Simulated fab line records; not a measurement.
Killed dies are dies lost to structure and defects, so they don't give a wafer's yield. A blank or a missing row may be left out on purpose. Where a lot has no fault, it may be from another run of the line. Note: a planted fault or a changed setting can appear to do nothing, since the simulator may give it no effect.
8D (eight disciplines) problem report, filled in by code -- flow gf180mcu -- the parts of the form that need people (team, actions taken, sign-off) are left out

== 1. THE PROBLEM ==
At GF_STI_WET_ETCH_26, run length s averages 155.7 s over 9 wafers from 3 lots, while fault-free wafers read 215.2 s, standard deviation 2.8. Relative to the usual mean, that is a shift of -21 standard deviations.
The step: etches SiO2 in dHF, target depth 94 nm, time 188 s.
First observed at day 5 05:01: wafer L806.1, on wet bench-02. At this step, 42 wafers from 14 lots have a number in the record. Rule for "out" (also "out of limits"): further than 4 standard deviations from the usual mean. The rest of the wafers with a number are treated as sound.

== 2. WHAT THIS IS AND IS NOT ==
question,is,is not
which readings at this step,run length s,-
which lots,"L806, L807, L810","L792, L793, L795, L796, L798, L799, L800, L801, L802, L803, L813"
which wafers of those lots,all that have a number,-
read on which tools,wet bench-02,"wet bench-03, wet bench-04"
when,from day 5 05:01,up to then (30 sound wafers); but 3 sound wafers of L813 came after

== 3. SUSPECTS, AND WHAT RULES EACH OUT ==
Counting: a tool at any process step up to the reading remains a suspect when it ran all the lots that are out and ran no sound lot after the first of those.
- wet bench-02 at GF_STI_WET_ETCH_26 (etches SiO2 in dHF, target depth 94 nm, time 188 s): kept. It processed each lot that is out, first L806 at day 5 05:01, and no sound lot thereafter; up to then, the last sound lot it processed was L803 at day 4 12:34. On those wafers its own readings are out: run length s.
Left after counting: wet bench-02 at GF_STI_WET_ETCH_26.

== 4. THE CAUSE (what the simulator had put in) ==
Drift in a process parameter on wet bench-02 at GF_STI_WET_ETCH_26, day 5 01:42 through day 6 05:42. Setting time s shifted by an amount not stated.
After counting, this tool was the only one left.

== 5. SEQUENCE OF EFFECTS, ordered by route ==
Rows list readings where the struck wafers' mean (over those with a number) sits beyond 3 standard deviations from the usual. Scope: only readings with a usual standard deviation given in the record; hours: median across lots of the time from each lot's start at the first step in this table that gives one to its start at this step; sigmas: change in usual standard deviations.
hours,step,reading,usual,on struck wafers,change,sigmas
0,GF_STI_WET_ETCH_26,run length s,215.2 s,155.7,-59.5,-21
It contains these process steps:
- GF_STI_WET_ETCH_26: etches SiO2 in dHF, target depth 94 nm, time 188 s.
At these later measuring or inspecting steps, every struck wafer for which the step has a row has a number for every such reading, and none has moved that far: GF_HV_LDD_TW_MEAS_38.

== 6. HOW IT WOULD HAVE BEEN CAUGHT EARLIER ==
In this record the first reading out of limits was taken at day 5 05:01, 3 hours after the fault began at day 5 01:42.
